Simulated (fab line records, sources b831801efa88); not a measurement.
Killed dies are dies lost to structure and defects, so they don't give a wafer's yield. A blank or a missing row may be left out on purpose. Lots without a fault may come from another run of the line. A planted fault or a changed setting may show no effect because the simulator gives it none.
fab line records | flow sky130 | part 2 of 2: steps 27 to 38 of 38
record lots=5 wafers=15 last_day=49
route steps=708 shown VIA2@512 METAL3@532 CAPM@537
lots that met no fault: from a run of the same line without faults
start_h: hours from the record's first day to the start of the lot's first wafer shown | wait_h: hours since the lot's step before | " the same as in the row above | L1.1+2: a row that stands for several wafers | - no value, or no start given | * or withheld: withheld | < > ~ a bound
route shown NAME@n: a module of which the file shows steps, and the number in the route of the first | usual: mean/standard deviation of fault-free wafers | same: alike in all rows | chamber/n: place in a boat | sites: the reading at each site | _std_site: their standard deviation | _edge_site: outer sites' mean less inner sites' | radius_mm: how far each site lies from the wafer's centre | mask NAME#n: copy n | behind: the tool/chamber that last shaped the wafer | hold: why the lot was held/for how many hours/how that ended | device: the transistor (n, p or np) that didn't switch | end of line: the same wafers' tests at the end of the route | a step without rows: its recipe alone | killed: dies lost to structure and defects at the first sort, not the wafer's yield | map: a wafer's dies, x killed, . not, _ none there
set.NAME: the setting as run; set.NAME@STEP: as run at that earlier step | model.NAME: the simulator's own value behind a step, which no gauge read
lots at some steps of the route; a table a step, a row a wafer
services: from which hour (start_h, from the record's first day; less than 0 if before it) a tool's chamber was out of use, for how many hours, and why
## steps
# step SKY_CAPM_THK_MEAS_01
# recipe reads=SiO2_of_CAPM_CVD_00
# usual CAPM_CVD_00_THK=15.56/0.19
# columns lot.wafer tool chamber start_h wait_h CAPM_CVD_00_THK[nm]
L075.2 film_metro-03 - 850.89 - 15.53
L075.5 " - " " 15.66
L075.6 " - " " 16.03
L076.1 film_metro-01 - 900.47 - 15.14
L076.2 " - " " 15.34
L076.5 " - " " 15.48
L078.1 film_metro-03 - 900.90 - 15.29
L078.5 " - " " 15.87
L078.6 " - " " 15.70
L088.2 film_metro-01 - 949.34 - 15.67
L088.3 " - " " 15.85
L088.6 " - " " 15.84
L092.2 film_metro-03 - 984.49 - 15.40
L092.3 " - " " 15.48
L092.5 " - " " 15.65
# step SKY_CAPM_SPUTTER_02
# recipe material=TiN target_thk_nm=200 temp_c=300 power_w=6500 time_s=166.7 chamber_pressure_pa=0.4
# usual cathode_dc_power_W=6499.9/1.1 throttle_valve_pct=29.7/1
# columns lot.wafer tool chamber start_h wait_h cathode_dc_power_W throttle_valve_pct
L075.2 pvd_sputter-03 - 850.94 0.0 6497.8 27.9
L075.5 " - " " 6499.2 28.2
L075.6 " - " " 6500.1 30.4
L076.1 pvd_sputter-01 - 900.53 0.1 6501.2 28.0
L076.2 " - " " 6499.7 30.4
L076.5 " - " " 6499.8 30.5
L078.1 pvd_sputter-03 - 900.96 0.1 6499.4 30.4
L078.5 " - " " 6499.9 28.6
L078.6 " - " " 6503.8 30.6
L088.2 pvd_sputter-02 - 949.39 0.0 6502.0 29.6
L088.3 " - " " 6499.2 28.7
L088.6 " - " " 6501.1 28.5
L092.2 pvd_sputter-03 - 984.54 0.0 6500.3 30.7
L092.3 " - " " 6498.3 28.5
L092.5 " - " " 6498.6 30.4
# step SKY_CAPM_RS_MEAS_03
# recipe thk_meas_gauge=four-point-probe reads=TiN_of_CAPM_SPUTTER_02
# usual CAPM_TIN_RS=6.94/0.065
# columns lot.wafer tool chamber start_h wait_h CAPM_TIN_RS[ohm/sq]
L075.2 film_metro-04 - 851.07 0.1 6.99
L075.5 " - " " 6.99
L075.6 " - " " 6.95
L076.1 film_metro-04 - 900.64 0.1 7.00
L076.2 " - " " 6.93
L076.5 " - " " 6.92
L078.1 film_metro-01 - 901.07 0.1 6.87
L078.5 " - " " 6.92
L078.6 " - " " 6.83
L088.2 film_metro-04 - 949.52 0.1 6.92
L088.3 " - " " 6.86
L088.6 " - " " 6.90
L092.2 film_metro-04 - 984.67 0.1 6.95
L092.3 " - " " 6.93
L092.5 " - " " 6.92
# step SKY_CAPM_THK_MEAS_04
# recipe thk_meas_gauge=xrf reads=TiN_of_CAPM_SPUTTER_02
# usual CAPM_TIN_THK=197.6/1.9
# columns lot.wafer tool chamber start_h wait_h CAPM_TIN_THK[nm]
L075.2 film_metro-04 - 851.18 0.1 197.2
L075.5 " - " " 196.1
L075.6 " - " " 197.8
L076.1 film_metro-04 - 900.76 0.1 197.1
L076.2 " - " " 199.4
L076.5 " - " " 198.7
L078.1 film_metro-01 - 901.19 0.1 199.2
L078.5 " - " " 198.3
L078.6 " - " " 200.6
L088.2 film_metro-04 - 949.63 0.1 199.9
L088.3 " - " " 201.9
L088.6 " - " " 200.9
L092.2 film_metro-04 - 984.78 0.1 197.1
L092.3 " - " " 198.4
L092.5 " - " " 198.8
# step SKY_CAPM_DEHYDRATE_05
# recipe temp_c=200 time_s=60
# usual plate_temp_C=199.97/0.16
# columns lot.wafer tool chamber start_h wait_h plate_temp_C
L075.2 litho_track-04 0 863.77 12.6 199.66
L075.5 " 0 " " 200.22
L075.6 " 0 " " 200.13
L076.1 litho_track-04 0 911.74 11.0 200.02
L076.2 " 0 " " 200.22
L076.5 " 0 " " 199.96
L078.1 litho_track-01 0 912.60 11.4 200.01
L078.5 " 0 " " 199.85
L078.6 " 0 " " 199.87
L088.2 litho_track-04 0 960.67 11.0 200.10
L088.3 " 0 " " 200.09
L088.6 " 0 " " 200.01
L092.2 litho_track-04 0 995.17 10.4 200.22
L092.3 " 0 " " 200.01
L092.5 " 0 " " 200.00
# step SKY_CAPM_HMDS_06
# recipe prime_time_s=60 prime_temp_c=120
# columns lot.wafer tool chamber start_h wait_h
L075.2+5+6 litho_track-04 0 863.92 0.1
L076.1+2+5 litho_track-04 0 911.89 0.1
L078.1+5+6 litho_track-01 0 912.75 0.1
L088.2+3+6 litho_track-04 0 960.82 0.1
L092.2+3+5 litho_track-04 0 995.32 0.1
# step SKY_CAPM_COAT_07
# recipe resist=NOVOLAK spin_rpm=3000 resist_thk_nm=1140
# columns lot.wafer tool chamber start_h wait_h
L075.2+5+6 litho_track-04 0 864.07 0.1
L076.1+2+5 litho_track-04 0 912.04 0.1
L078.1+5+6 litho_track-01 0 912.90 0.1
L088.2+3+6 litho_track-04 0 960.97 0.1
L092.2+3+5 litho_track-04 0 995.47 0.1
# step SKY_CAPM_SOFTBAKE_08
# recipe temp_c=90 time_s=60 resist=NOVOLAK
# usual plate_temp_C=90.01/0.12
# columns lot.wafer tool chamber start_h wait_h plate_temp_C
L075.2 litho_track-04 0 864.22 0.1 89.94
L075.5 " 0 " " 89.95
L075.6 " 0 " " 90.03
L076.1 litho_track-04 0 912.19 0.1 89.82
L076.2 " 0 " " 89.94
L076.5 " 0 " " 90.05
L078.1 litho_track-01 0 913.05 0.1 89.90
L078.5 " 0 " " 89.78
L078.6 " 0 " " 90.02
L088.2 litho_track-04 0 961.12 0.1 90.16
L088.3 " 0 " " 90.07
L088.6 " 0 " " 90.01
L092.2 litho_track-04 0 995.62 0.1 90.14
L092.3 " 0 " " 90.08
L092.5 " 0 " " 89.97
# step SKY_CAPM_EXPOSE_09
# recipe mask_id=CAPM na=0.6 source_shape=conventional sigma_outer=0.6 polarization=unpolarized target_cd_nm=1000 dose_mj=159
# columns lot.wafer tool chamber start_h wait_h mask
L075.2+5+6 iline_stepper-02 0 - - CAPM#0
L076.1+2+5 iline_stepper-01 0 - - CAPM#0
L078.1+5+6 iline_stepper-01 0 - - CAPM#0
L088.2+3+6 iline_stepper-01 0 - - CAPM#0
L092.2+3+5 iline_stepper-02 0 - - CAPM#0
# step SKY_CAPM_PEB_10
# recipe temp_c=withheld time_s=* resist=NOVOLAK
# columns lot.wafer tool chamber start_h wait_h
L075.2+5+6 litho_track-04 0 - -
L076.1+2+5 litho_track-04 0 - -
L078.1+5+6 litho_track-04 0 - -
L088.2+3+6 litho_track-01 0 - -
L092.2+3+5 litho_track-04 0 - -
# step SKY_CAPM_DEVELOP_11
# recipe resist=NOVOLAK developer=TMAH develop_time_s=60 dev_temp_c=23
# columns lot.wafer tool chamber start_h wait_h
L075.2+5+6 litho_track-04 0 877.52 0.1
L076.1+2+5 litho_track-04 0 924.79 0.1
L078.1+5+6 litho_track-04 0 925.09 0.1
L088.2+3+6 litho_track-01 0 973.18 0.1
L092.2+3+5 litho_track-04 0 1006.17 0.1
# step SKY_CAPM_OVL_MEAS_12
# usual CAPM_OVL=-1.7/1.2
# columns lot.wafer tool chamber start_h wait_h CAPM_OVL[nm]
L075.2 overlay-01 - 877.65 0.1 -2.8
L075.5 " - " " 1.4
L075.6 " - " " -1.2
L076.1 overlay-01 - 924.94 0.1 -4.9
L076.2 " - " " -5.4
L076.5 " - " " -3.5
L078.1 overlay-02 - 925.24 0.1 -1.8
L078.5 " - " " -1.0
L078.6 " - " " -1.5
L088.2 overlay-02 - 973.31 0.1 -3.0
L088.3 " - " " -3.2
L088.6 " - " " -2.7
L092.2 overlay-01 - 1006.30 0.1 0.6
L092.3 " - " " -1.6
L092.5 " - " " -0.6
## services
# columns tool chamber start_h hours kind
iline_stepper-02 - 813.19 8.9 pm
plasma_asher-02 - 814.99 9.5 repair
pecvd-03 - 817.10 5.5 pm
cmp-02 - 817.19 6.6 pm
rie_diel-04 2 820.89 9.6 repair
iline_stepper-02 - 822.08 28.9 pm
cmp-01 - 834.26 2.6 repair
rie_diel-03 2 849.94 5.9 repair
krf_scanner-02 - 852.56 1.6 repair
rie_diel-03 1 873.04 58.2 repair
iline_stepper-01 - 883.67 1.7 pm
krf_scanner-02 - 890.10 1.0 pm
cmp-01 - 893.89 1.3 repair
krf_scanner-02 - 905.11 2.2 repair
plasma_asher-02 - 912.70 3.1 repair
rie_diel-03 0 914.45 4.4 repair
wet_bench-01 - 925.63 0.8 repair
krf_scanner-02 - 926.76 1.3 pm
pvd_sputter-03 - 945.81 0.8 repair
krf_scanner-02 - 949.76 4.4 pm
rie_diel-03 3 959.79 83.3 repair
krf_scanner-02 - 975.74 0.8 pm
cvd_w-02 - 987.45 2.8 pm
wet_bench-03 - 992.98 4.6 repair
